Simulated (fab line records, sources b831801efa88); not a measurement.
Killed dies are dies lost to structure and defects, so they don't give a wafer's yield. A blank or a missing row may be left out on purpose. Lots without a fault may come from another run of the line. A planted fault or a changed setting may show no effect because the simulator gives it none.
A struck lot beside a sound one | flow sky130 | 15 steps out of a route of 708
Sound: wafers L399.3, L399.4, L399.5. Struck: wafers L413.1, L413.3, L413.6. The cause comes at the end.
At each step with rows: each side's tool, then ch and its chambers, then its first start. Under that, the readings that differ: sound wafers | struck wafers | difference of the means | sigmas: that difference in standard deviations of wafers without a fault.
alike: readings whose means differ by less than 2 such deviations, and words and numbers that are the same on both sides. not compared: withheld readings, readings that some wafer has no value for, bounds like >300 that may hide the same value, and numbers for which the record gives no deviation and whose values overlap.
The two part at a step that has a row with sigmas, a row that says differs or no value, or rows on one side only. Numbers that don't overlap but have no deviation are shown without sigmas and don't part them. A reading that every wafer of one side lacks parts them only if that side has two wafers or more.

SKY_LI_CONTACT_THK_MEAS_23: measures by xrf.
  sound on film_metro-04, day 32 06:05; struck on film_metro-01, day 36 00:16
  reading               | sound       | struck      | difference | sigmas
  LI_CONTACT_W_THK (nm) | 401 403 400 | 386 387 385 | -15        | -2
SKY_LI_CONTACT_CMP_24: polishes, stops on PSG, t overpolish 20 s, target thk 0 nm.
  sound on cmp-01 ch 0,3, day 32 06:08; struck on cmp-02 ch 0,1, day 36 00:20
  alike: head_pressure_psi, motor_current_A, overpolish_run_s, time_to_endpoint_s
SKY_LOCAL_INTERCONNECT_SPUTTER_00: material TiN, target thk 100 nm, time 83.3 s.
  sound on pvd_sputter-01, day 32 06:26; struck on pvd_sputter-04, day 36 00:38
  alike: throttle_valve_pct
SKY_LOCAL_INTERCONNECT_RS_MEAS_01: measures by four-point-probe.
  sound on film_metro-03, day 32 06:32; struck on film_metro-01, day 36 00:41
  alike: LOCAL_INTERCONNECT_TIN_RS
SKY_LOCAL_INTERCONNECT_THK_MEAS_02: measures by xrf.
  sound on film_metro-03, day 32 06:38; struck on film_metro-01, day 36 00:49
  alike: LOCAL_INTERCONNECT_TIN_THK
then, 7 steps without rows for these wafers: SKY_LOCAL_INTERCONNECT_DEHYDRATE_03 (time 60 s); SKY_LOCAL_INTERCONNECT_HMDS_04 (prime time 60 s); SKY_LOCAL_INTERCONNECT_COAT_05 (resist thk 60 nm); SKY_LOCAL_INTERCONNECT_COAT_06 (resist thk 450 nm); SKY_LOCAL_INTERCONNECT_SOFTBAKE_07 (time 90 s); SKY_LOCAL_INTERCONNECT_EXPOSE_08 (exposes mask LI1M, target cd 170 nm); SKY_LOCAL_INTERCONNECT_PEB_09.
SKY_LOCAL_INTERCONNECT_DEVELOP_10: develop time 60 s.
  sound on litho_track-03 ch 0, day 33 09:00; struck on litho_track-02 ch 0, day 37 02:00
  reading              | sound             | struck            | difference | sigmas
  developer_temp_C (C) | 20.80 20.84 21.11 | 21.87 22.03 21.78 | +0.98      | +10
  alike: chill_plate_temp_C
SKY_LOCAL_INTERCONNECT_CD_MEAS_11: target cd 170 nm.
  sound on cd_sem-02, day 33 09:49; struck on cd_sem-02, day 37 02:32
  alike: cd_nm
then, 1 step without rows for these wafers: SKY_PAD_OPEN_PROBE_99.

WHERE THEY PART
First at SKY_LI_CONTACT_THK_MEAS_23; last, within this record, at SKY_LOCAL_INTERCONNECT_DEVELOP_10. Later steps at which nothing parts them and some readings are alike: SKY_LOCAL_INTERCONNECT_CD_MEAS_11.

WHY: what the simulator had put in
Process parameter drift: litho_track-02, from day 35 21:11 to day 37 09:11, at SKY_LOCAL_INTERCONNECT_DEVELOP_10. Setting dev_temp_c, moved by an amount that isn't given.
